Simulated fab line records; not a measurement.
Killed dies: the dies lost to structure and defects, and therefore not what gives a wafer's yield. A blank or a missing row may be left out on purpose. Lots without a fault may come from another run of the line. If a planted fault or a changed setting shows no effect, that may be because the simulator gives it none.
One fault through the eyes of 2 desks :: flow sky130 :: each desk has only its own numbers; what lay behind them comes last

TOOL OWNER'S DESK, pvd_sputter-01
The tool's own readings at SKY_METAL2_SPUTTER_03 (material Ti, target thk 5 nm, time 3.3 s): means of the sampled wafers that have a number, for each lot that ran on this tool. Marked OUT: a lot whose mean sits more than 4 standard deviations from the usual mean, which makes it out of limits; the brackets give that distance.
Columns: A = throttle_valve_pct at SKY_METAL2_SPUTTER_03, usual 29.9 %
lot: L178
first seen here: day 34 05:09
A: 29.1

lot: L186
first seen here: day 36 23:38
A: 29.6

lot: L188
first seen here: day 37 15:27
A: 30.1

lot: L197
first seen here: day 40 16:11
A: 29.8
Finding of this desk: none of the 4 lots has anything out of limits.

FROM THE METROLOGY DESK
What the gauges read for every lot (on any tool): the sampled wafers with a number, averaged. Marked OUT: a lot whose mean sits more than 4 standard deviations from the usual mean, which makes it out of limits; the brackets give that distance.
Columns: A = VIA1_W_RS at SKY_VIA1_RS_MEAS_22, usual 0.432 ohm/sq; B = VIA1_W_THK at SKY_VIA1_THK_MEAS_23, usual 269 nm
lot: L178
first seen here: day 34 04:37
A: 0.424
B: 274

lot: L184
first seen here: day 36 13:14
A: 0.433
B: 268

lot: L186
first seen here: day 36 22:59
A: 0.435
B: 268

lot: L188
first seen here: day 37 14:53
A: 0.431
B: 269

lot: L192
first seen here: day 38 18:56
A: 0.431
B: 272

lot: L197
first seen here: day 40 15:42
A: 0.430
B: 269
Finding of this desk: none of the 6 lots has anything out of limits.

BROUGHT TOGETHER
The tool owner's desk saw nothing out of limits.
Metrology desk: nothing out of limits seen.

WHAT HAD BEEN PUT IN BY THE SIMULATOR
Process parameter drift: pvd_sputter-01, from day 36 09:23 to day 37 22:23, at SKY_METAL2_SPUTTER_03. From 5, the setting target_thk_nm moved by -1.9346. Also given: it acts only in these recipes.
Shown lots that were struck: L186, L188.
